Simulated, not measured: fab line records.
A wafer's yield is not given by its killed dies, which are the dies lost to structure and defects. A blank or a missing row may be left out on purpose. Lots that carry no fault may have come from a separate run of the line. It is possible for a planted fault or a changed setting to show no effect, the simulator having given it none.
Matching of chambers    flow gf180mcu    GF_V1_ETCH_16 on rieDiel-03 has 4 sister chambers
The step etches BARC in N2/H2. 8 wafers are shown with their chamber, then 8 later ones without.

== WAFERS, EACH WITH ITS CHAMBER ==
wafer   chamber  drypumpMotorCurrentA (A)  oesProductAu (a.u.)
L082.2  1        5.6                       0.856
L086.1  2        6.4                       0.858
L086.2  0        5.3                       0.846
L086.4  3        5.7                       0.859
L091.2  3        5.7                       0.852
L091.3  1        5.6                       0.857
L091.6  0        5.3                       0.848
L092.3  2        6.5                       0.854

== WAFERS WITH NO CHAMBER GIVEN ==
wafer   drypumpMotorCurrentA (A)  oesProductAu (a.u.)
L092.5  6.4                       0.859
L092.6  5.6                       0.857
L096.1  6.4                       0.855
L096.2  5.3                       0.860
L096.3  5.6                       0.852
L096.4  6.4                       0.861
L096.5  5.6                       0.856
L096.6  5.3                       0.846

== WHICH CHAMBER EACH ONE RAN IN ==
wafer   from the rows above      in truth
L092.5  2                        2
L092.6  1                        1
L096.1  2                        2
L096.2  0                        0
L096.3  can't be placed: 1 or 3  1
L096.4  2                        2
L096.5  1                        1
L096.6  0                        0
Placed correctly: 7 of 8. Cannot be placed on the basis of these rows: 1; the candidates contain the true chamber in 1. Placed wrongly: 0.
How it was worked out, from the rows above alone: a wafer's distance from a chamber is the root of the sum, over the readings, of the square of ((its reading less the chamber's mean) divided by the reading's scatter). The wafer belongs to the nearest chamber; if the next one is less than 2 further off, it can't be placed. Each chamber's mean is taken over the wafers shown for it. The scatter is the square root of a quotient: the sum, over the shown wafers, of each reading's squared deviation from its chamber's mean, divided by wafers minus chambers.
